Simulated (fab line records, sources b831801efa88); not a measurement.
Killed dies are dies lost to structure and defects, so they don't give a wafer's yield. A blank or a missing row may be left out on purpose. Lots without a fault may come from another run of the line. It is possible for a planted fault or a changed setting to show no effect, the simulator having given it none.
Comparing a struck lot with a sound one    flow sky130    21 steps out of a route of 708
Sound: these wafers, L860.3, L860.4, L860.5. Struck: wafers L864.4, L864.5, L864.6. The cause is named last.
Order at every step that has rows: each side's tool, ch and its chambers, its first start. Under that, the readings that differ: sound wafers    struck wafers    difference of the means    sigmas: that difference in standard deviations of wafers without a fault.
alike: readings whose means differ by less than 2 such deviations, and words and numbers that are the same on both sides. not compared: withheld readings, readings that some wafer has no value for, bounds like >300 that may hide the same value, and numbers for which the record gives no deviation and whose values overlap.
A row with sigmas, a row that says differs or no value, or rows on one side alone: a step with any of these is where the two part. Numbers that have no deviation but don't overlap get no sigmas and don't part them. A reading missing from all wafers of one side parts the sides only when that side holds two or more wafers.

first, 4 steps without rows for these wafers: SKY_VT_ADJUST_LVTN_SOFTBAKE_03; SKY_VT_ADJUST_LVTN_EXPOSE_04 (exposes mask NWM COMPLEMENT LESS NATIVE, target cd 840 nm); SKY_VT_ADJUST_LVTN_PEB_05; SKY_VT_ADJUST_LVTN_DEVELOP_06 (develop time 60 s).
SKY_VT_ADJUST_LVTN_OVL_MEAS_07:
  sound: overlay-02 at day 7 05:59; struck: overlay-01 at day 8 06:29
  alike: VT_ADJUST_LVTN_OVL
next, for these wafers, 1 step has no rows: SKY_VT_ADJUST_LVTN_IMPLANT_08.
SKY_VT_ADJUST_LVTN_STRIP_09: strips in O2/N2.
  sound on plasmaAsher-04 ch 0,1, day 7 06:11; struck on plasmaAsher-02 ch 0,1, day 8 06:41
reading                   sound              struck             difference  sigmas
stripTimeToEndpointS (s)  37.10 37.01 37.04  36.83 36.78 36.84  -0.23       -3
  alike: drypumpMotorCurrentA, oesProductAu
  not compared: rfHoursCounterH
SKY_VT_ADJUST_LVTN_TW_MEAS_10:
  sound: filmMetro-02 at day 7 06:16; struck: filmMetro-04 at day 8 06:47
  alike: VT_ADJUST_LVTN_TW
then, 4 steps without rows for these wafers: SKY_VT_ADJUST_LVTN_DEHYDRATE_11 (time 60 s); SKY_VT_ADJUST_LVTN_HMDS_12 (prime time 60 s); SKY_VT_ADJUST_LVTN_COAT_13 (resist thk 1140 nm); SKY_VT_ADJUST_LVTN_SOFTBAKE_14 (time 60 s).
SKY_VT_ADJUST_LVTN_EXPOSE_15: exposes mask HVN STD DERIVED, target cd 600 nm.
  sound on ilineStepper-01 ch 0, day 7 15:56; struck on ilineStepper-01 ch 0, day 8 15:50
reading  sound                                                  struck                   difference  sigmas
mask     HVN_STD_DERIVED#0 HVN_STD_DERIVED#0 HVN_STD_DERIVED#0  HVTPM#0 HVTPM#0 HVTPM#0  differs     
then, 2 steps without rows for these wafers: SKY_VT_ADJUST_LVTN_PEB_16; SKY_VT_ADJUST_LVTN_DEVELOP_17 (develop time 60 s).
SKY_VT_ADJUST_LVTN_OVL_MEAS_18:
  sound: overlay-01 at day 8 02:02; struck: overlay-01 at day 9 01:53
reading                     sound           struck  difference                     sigmas
VT_ADJUST_LVTN_01_OVL (nm)  -0.5 -0.9 -0.8  - - -   no value on the struck wafers  
next, for these wafers, 1 step has no rows: SKY_VT_ADJUST_LVTN_IMPLANT_19.
SKY_VT_ADJUST_LVTN_STRIP_20: strips in O2/N2.
  sound on plasmaAsher-04 ch 0,1, day 8 02:14; struck on plasmaAsher-04 ch 0,1, day 9 02:05
  alike: drypumpMotorCurrentA, oesProductAu, stripTimeToEndpointS
  not compared: rfHoursCounterH
SKY_VT_ADJUST_LVTN_TW_MEAS_21:
  sound: filmMetro-02 at day 8 02:19; struck: filmMetro-03 at day 9 02:11
reading              sound              struck          difference  sigmas
VT_ADJUST_LVTN_2_TW  188.8 189.1 188.3  29.8 30.0 29.9  -158.8      -99 or more
then, 1 step without rows for these wafers: SKY_VT_ADJUST_NCORE_DEHYDRATE_00 (time 60 s).
-- the record jumps here: 38 days lie between the struck wafers' starts before and after (it left off in module VT_ADJUST_NCORE and takes up again in module PAD_OPEN, whose first step shown is number 708 of the route) --
SKY_PAD_OPEN_PROBE_99:
  sound: prober-01 at day 45 22:01; struck: prober-01 at day 46 16:26
reading           sound     struck       difference  sigmas
killedAtFrontEnd  16 16 14  421 427 425  +409        +95
killedDies        94 83 72  492 492 492  +409        +43
killedOnRim       21 17 19  96 96 96     +77         +18
  alike: killed_at_M0_to_M3, killed_at_M4_up, killedAtContacts, killedAtOther, killedOpen, killedShort

## WHERE THEY PART
First at SKY_VT_ADJUST_LVTN_STRIP_09; last, within this record, at SKY_PAD_OPEN_PROBE_99.

WHY: what the simulator had put in
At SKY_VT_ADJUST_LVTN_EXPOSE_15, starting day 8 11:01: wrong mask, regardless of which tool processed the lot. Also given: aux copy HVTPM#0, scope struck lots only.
